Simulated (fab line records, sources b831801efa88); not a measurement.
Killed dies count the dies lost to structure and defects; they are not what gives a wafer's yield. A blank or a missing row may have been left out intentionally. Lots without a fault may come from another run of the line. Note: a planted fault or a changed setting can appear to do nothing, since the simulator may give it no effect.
A struck lot beside a sound one    flow sky130    43 out of 708 route steps
Sound: these wafers, L167.3, L167.4, L167.5. The struck wafers were L174.1, L174.2, L174.5. At the end, the cause is stated.
For every step that has rows: the tool of each side, followed by ch and its chambers, followed by its first start. Under that, the readings that differ: sound wafers    struck wafers    difference of the means    sigmas: that difference in standard deviations of wafers without a fault.
alike: words and numbers the same on both sides, and readings whose means are apart by under 2 such deviations; not compared: readings that were withheld, readings missing a value for some wafer, numbers with overlapping values and no deviation given by the record, and bounds like >300 which may hide the same value.
Wherever a step has rows on one side only, a row that says differs or no value, or a row with sigmas, the two part there. Non-overlapping numbers with no deviation appear without sigmas and do not part them. A reading missing from all wafers of one side parts the sides only when that side holds two or more wafers.

first, 8 steps without rows for these wafers: SKY_LDD_N_IMPLANT_08; SKY_LDD_N_IMPLANT_09; SKY_LDD_N_IMPLANT_10; SKY_LDD_N_IMPLANT_11; SKY_LDD_N_IMPLANT_12; SKY_LDD_N_IMPLANT_13; SKY_LDD_N_IMPLANT_14; SKY_LDD_N_IMPLANT_15.
SKY_LDD_N_STRIP_16: strips in O2/N2.
  sound on plasma-asher-01 ch 0,1, day 20 11:13; struck on plasma-asher-03 ch 0,1, day 22 12:37
  alike: drypump-motor-current-A, oes-product-au, strip-time-to-endpoint-s
  not compared: rf-hours-counter-h
SKY_LDD_N_TW_MEAS_17:
  sound on film-metro-02 at day 20 11:18; struck on film-metro-03 at day 22 12:43
  alike: LDD_N_TW
then, 2 steps without rows for these wafers: SKY_LDD_P_DEHYDRATE_00 (time 60 s); SKY_LDD_P_HMDS_01 (prime time 60 s).
SKY_LDD_P_COAT_02: resist thk 1140 nm.
  sound on litho-track-01 ch 0, day 21 02:35; struck on litho-track-01, day 23 02:44
  no value came back on the struck wafers for chill-plate-temp-C (C), dispense-pressure-kPa (kPa); on the sound wafers chill-plate-temp-C (C) reads 23.12 23.08 23.13
then, 4 steps without rows for these wafers: SKY_LDD_P_SOFTBAKE_03 (time 60 s); SKY_LDD_P_EXPOSE_04 (exposes mask PSDM, target cd 380 nm); SKY_LDD_P_PEB_05; SKY_LDD_P_DEVELOP_06 (develop time 60 s).
SKY_LDD_P_CD_MEAS_07 targets a cd of 380 nm.
  sound on cd-sem-01 at day 21 17:44; struck on cd-sem-02 at day 23 18:43
reading     sound              struck  difference                     sigmas
cd-nm (nm)  378.5 377.2 380.7  - - -   no value on the struck wafers  
SKY_LDD_P_OVL_MEAS_08:
  sound on overlay-01 at day 21 17:49; struck on overlay-01 at day 23 18:50
reading         sound           struck  difference                     sigmas
LDD_P_OVL (nm)  -1.5 -0.7 -1.3  - - -   no value on the struck wafers  
after that, 1 step had no rows for these wafers: SKY_LDD_P_IMPLANT_09.
SKY_LDD_P_STRIP_10: strips in O2/N2.
  sound on plasma-asher-01 ch 0,1, day 21 18:02; struck on plasma-asher-01 ch 0,1, day 23 19:01
  no value came back on the struck wafers for oes-product-au (a.u.), strip-time-to-endpoint-s (s); on the sound wafers oes-product-au (a.u.) reads 0.716 0.716 0.717
  alike: drypump-motor-current-A
  not compared: rf-hours-counter-h
SKY_LDD_P_TW_MEAS_11:
  sound on film-metro-04 at day 21 18:07; struck on film-metro-01 at day 23 19:07
  alike: LDD_P_TW
then, 7 steps without rows for these wafers: SKY_LDD_HVN_DEHYDRATE_00 (time 60 s); SKY_LDD_HVN_HMDS_01 (prime time 60 s); SKY_LDD_HVN_COAT_02 (resist thk 300 nm); SKY_LDD_HVN_SOFTBAKE_03 (time 60 s); SKY_LDD_HVN_EXPOSE_04 (exposes mask HVNTM, target cd 700 nm); SKY_LDD_HVN_PEB_05; SKY_LDD_HVN_DEVELOP_06 (develop time 60 s).
SKY_LDD_HVN_OVL_MEAS_07:
  sound on overlay-01 at day 23 00:02; struck on overlay-02 at day 25 00:23
  alike: LDD_HVN_OVL
after that, 1 step had no rows for these wafers: SKY_LDD_HVN_IMPLANT_08.
SKY_LDD_HVN_STRIP_09: strips in O2/N2.
  sound on plasma-asher-04 ch 0,1, day 23 00:14; struck on plasma-asher-02 ch 0,1, day 25 00:34
  alike: drypump-motor-current-A, oes-product-au, strip-time-to-endpoint-s
  not compared: rf-hours-counter-h
SKY_LDD_HVN_TW_MEAS_10:
  sound on film-metro-02 at day 23 00:19; struck on film-metro-04 at day 25 00:54
reading     sound           struck          difference  sigmas
LDD_HVN_TW  1404 1412 1416  1479 1475 1477  +66         +5
  not compared: hold
then, 7 steps without rows for these wafers: SKY_LDD_HVP_DEHYDRATE_00 (time 60 s); SKY_LDD_HVP_HMDS_01 (prime time 60 s); SKY_LDD_HVP_COAT_02 (resist thk 300 nm); SKY_LDD_HVP_SOFTBAKE_03 (time 60 s); SKY_LDD_HVP_EXPOSE_04 (exposes mask HVPTM, target cd 700 nm); SKY_LDD_HVP_PEB_05; SKY_LDD_HVP_DEVELOP_06 (develop time 60 s).
SKY_LDD_HVP_OVL_MEAS_07:
  sound on overlay-02 at day 24 06:12; struck on overlay-02 at day 26 05:32
  alike: LDD_HVP_OVL
after that, 1 step had no rows for these wafers: SKY_LDD_HVP_IMPLANT_08.
SKY_LDD_HVP_TW_MEAS_10:
  sound on film-metro-04 at day 24 06:29; struck on film-metro-04 at day 26 06:03
reading     sound        struck       difference  sigmas
LDD_HVP_TW  454 455 455  707 708 704  +252        +72
  not compared: hold

WHERE THEY PART
First at SKY_LDD_P_COAT_02; last, within this record, at SKY_LDD_HVP_TW_MEAS_10.

WHY: what the simulator had put in
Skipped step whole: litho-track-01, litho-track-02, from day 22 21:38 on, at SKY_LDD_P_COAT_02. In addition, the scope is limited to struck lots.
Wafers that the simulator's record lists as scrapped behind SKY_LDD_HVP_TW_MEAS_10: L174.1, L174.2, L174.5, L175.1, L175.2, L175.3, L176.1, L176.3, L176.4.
